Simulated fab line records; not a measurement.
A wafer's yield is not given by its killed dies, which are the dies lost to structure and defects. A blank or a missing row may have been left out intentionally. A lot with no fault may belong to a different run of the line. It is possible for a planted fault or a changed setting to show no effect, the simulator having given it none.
The same fault as seen by 2 desks || flow gf180mcu || what lay behind the numbers comes last; until then each desk has only its own

## AT THE TOOL OWNER'S DESK: pvdSputter-04
The tool's own readings at GF_MIM_SPUTTER_08 (material AlCu, target thk 200 nm, time 10.6 s): means of the sampled wafers that have a number, for each lot that ran on this tool. If a lot's mean is further than 4 standard deviations from the usual mean, the lot is out of limits and carries the mark OUT (the distance appears in the brackets).
Columns: A = cathodeDcPowerW at GF_MIM_SPUTTER_08, usual 10600 W; B = chamberPressurePa at GF_MIM_SPUTTER_08, usual 0.4000 Pa; C = throttleValvePct at GF_MIM_SPUTTER_08, usual 30.0 %
{"lot": "L114", "first seen here": "day 25 10:17", "A": 10599, "B": 0.4002, "C": 28.8}
{"lot": "L123", "first seen here": "day 28 07:34", "A": 10600, "B": 0.4003, "C": 29.9}
{"lot": "L124", "first seen here": "day 28 22:17", "A": "8959 (-99 or more) OUT", "B": 0.3999, "C": 30.3}
{"lot": "L125", "first seen here": "day 29 06:14", "A": "8958 (-99 or more) OUT", "B": 0.3995, "C": 30.4}
This desk's finding: out of limits on L124, L125; first on L124, day 28 22:17 (cathodeDcPowerW at GF_MIM_SPUTTER_08). Within limits: L114, L123.

## METROLOGY DESK
What the gauges read, lot by lot, whatever tool the lot ran on: means of the sampled wafers that have a number. If a lot's mean is further than 4 standard deviations from the usual mean, the lot is out of limits and carries the mark OUT (the distance appears in the brackets).
Columns: A = V4_W_THK at GF_V4_THK_MEAS_25, usual 351 nm; B = MIM_ALCU_RS at GF_MIM_RS_MEAS_10, usual 0.1596 ohm/sq; C = MIM_ALCU_THK at GF_MIM_THK_MEAS_11, usual 196.9 nm
{"lot": "L111", "first seen here": "day 24 19:32", "A": 344, "B": 0.1582, "C": 199.2}
{"lot": "L114", "first seen here": "day 25 09:34", "A": 356, "B": 0.1631, "C": 192.6}
{"lot": "L118", "first seen here": "day 26 15:41", "A": 361, "B": 0.1598, "C": 197.7}
{"lot": "L120", "first seen here": "day 27 12:22", "A": 359, "B": 0.1602, "C": 196.0}
{"lot": "L123", "first seen here": "day 28 06:51", "A": 352, "B": 0.1605, "C": 196.3}
{"lot": "L124", "first seen here": "day 28 21:34", "A": 353, "B": "0.1934 (+19) OUT", "C": "164.1 (-15) OUT"}
{"lot": "L125", "first seen here": "day 29 05:28", "A": 355, "B": "0.1915 (+18) OUT", "C": "165.8 (-14) OUT"}
{"lot": "L128", "first seen here": "day 29 20:52", "A": 362, "B": 0.1575, "C": 198.7}
{"lot": "L132", "first seen here": "day 30 19:32", "A": 352, "B": 0.1584, "C": 198.0}
{"lot": "L133", "first seen here": "day 31 09:04", "A": 345, "B": 0.1601, "C": 196.6}
This desk's finding: out of limits on L124, L125; first on L124, day 28 22:21 (MIM_ALCU_RS at GF_MIM_RS_MEAS_10). Within limits: L111, L114, L118, L120, L123, L128, L132, L133.

## TAKEN TOGETHER
At day 28 22:17, on L124, L125, the tool owner's desk was in a position to raise an alarm.
At day 28 22:21 the metrology desk could have sounded an alarm, on L124, L125.
On pvdSputter-04, each named lot ran GF_MIM_SPUTTER_08.

## WHAT WAS PUT IN BY THE SIMULATOR
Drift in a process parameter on pvdSputter-04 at GF_MIM_SPUTTER_08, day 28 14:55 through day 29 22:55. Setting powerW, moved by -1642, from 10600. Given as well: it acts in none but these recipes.
Lots struck among those shown: L124, L125.
Fault start to first reading out of limits, in hours, per desk: tool owner, 7; metrology, 7.
